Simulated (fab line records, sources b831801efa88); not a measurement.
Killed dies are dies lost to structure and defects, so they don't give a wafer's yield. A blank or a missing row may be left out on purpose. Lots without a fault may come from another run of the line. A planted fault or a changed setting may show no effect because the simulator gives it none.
A struck lot beside a sound one | flow sky130 | 15 steps out of a route of 708
Sound: wafers L524.2, L524.3, L524.4. Struck: wafers L545.2, L545.5, L545.6. The cause comes at the end.
At each step with rows: each side's tool, then ch and its chambers, then its first start. Under that, the readings that differ: sound wafers | struck wafers | difference of the means | sigmas: that difference in standard deviations of wafers without a fault.
alike: readings whose means differ by less than 2 such deviations, and words and numbers that are the same on both sides. not compared: withheld readings, readings that some wafer has no value for, bounds like >300 that may hide the same value, and numbers for which the record gives no deviation and whose values overlap.
The two part at a step that has a row with sigmas, a row that says differs or no value, or rows on one side only. Numbers that don't overlap but have no deviation are shown without sigmas and don't part them. A reading that every wafer of one side lacks parts them only if that side has two wafers or more.

first, 1 step without rows for these wafers: SKY_VT_ADJUST_HVTR_IMPLANT_09.
SKY_VT_ADJUST_HVTR_STRIP_10: strips in O2/N2.
  sound on plasma_asher-03 ch 0,1, day 9 14:48; struck on plasma_asher-01 ch 0,1, day 15 16:08
  alike: drypump_motor_current_A, oes_product_au, strip_time_to_endpoint_s
  not compared: rf_hours_counter_h
SKY_VT_ADJUST_HVTR_TW_MEAS_11:
  sound on film_metro-01, day 9 14:55; struck on film_metro-03, day 15 16:14
  reading           | sound             | struck            | difference | sigmas
  VT_ADJUST_HVTR_TW | 208.2 209.7 209.3 | 215.5 216.2 214.6 | +6.4       | +3
then, 7 steps without rows for these wafers: SKY_VT_ADJUST_PCH_DEHYDRATE_00 (time 60 s); SKY_VT_ADJUST_PCH_HMDS_01 (prime time 60 s); SKY_VT_ADJUST_PCH_COAT_02 (resist thk 3000 nm); SKY_VT_ADJUST_PCH_SOFTBAKE_03; SKY_VT_ADJUST_PCH_EXPOSE_04 (exposes mask NWM, target cd 840 nm); SKY_VT_ADJUST_PCH_PEB_05; SKY_VT_ADJUST_PCH_DEVELOP_06 (develop time 60 s).
SKY_VT_ADJUST_PCH_OVL_MEAS_07:
  sound on overlay-02, day 10 12:30; struck on overlay-02, day 16 19:37
  alike: VT_ADJUST_PCH_OVL
then, 1 step without rows for these wafers: SKY_VT_ADJUST_PCH_IMPLANT_08.
SKY_VT_ADJUST_PCH_STRIP_09: strips in O2/N2.
  sound on plasma_asher-04 ch 0,1, day 10 12:41; struck on plasma_asher-04 ch 0,1, day 16 19:47
  reading                      | sound             | struck            | difference | sigmas
  oes_product_au (a.u.)        | 0.725 0.731 0.724 | 0.811 0.810 0.809 | +0.083     | +20
  strip_time_to_endpoint_s (s) | 37.02 36.91 36.86 | 31.37 31.35 31.41 | -5.55      | -63
  alike: drypump_motor_current_A
  not compared: rf_hours_counter_h
SKY_VT_ADJUST_PCH_TW_MEAS_10:
  sound on film_metro-04, day 10 12:47; struck on film_metro-04, day 16 19:54
  alike: VT_ADJUST_PCH_TW
-- the record jumps here: 33 days lie between the struck wafers' starts before and after (it left off in module VT_ADJUST_PCH and takes up again in module PAD_OPEN, whose first step shown is number 708 of the route) --
SKY_PAD_OPEN_PROBE_99:
  sound on prober-01, day 45 18:09; struck on prober-02, day 50 06:17
  alike: killed_at_M0_to_M3, killed_at_M4_up, killed_at_contacts, killed_at_front_end, killed_at_other, killed_dies, killed_open, killed_short

WHERE THEY PART
First at SKY_VT_ADJUST_HVTR_TW_MEAS_11; last, within this record, at SKY_VT_ADJUST_PCH_STRIP_09. Later steps at which nothing parts them and some readings are alike: SKY_VT_ADJUST_PCH_TW_MEAS_10, SKY_PAD_OPEN_PROBE_99.

WHY: what the simulator had put in
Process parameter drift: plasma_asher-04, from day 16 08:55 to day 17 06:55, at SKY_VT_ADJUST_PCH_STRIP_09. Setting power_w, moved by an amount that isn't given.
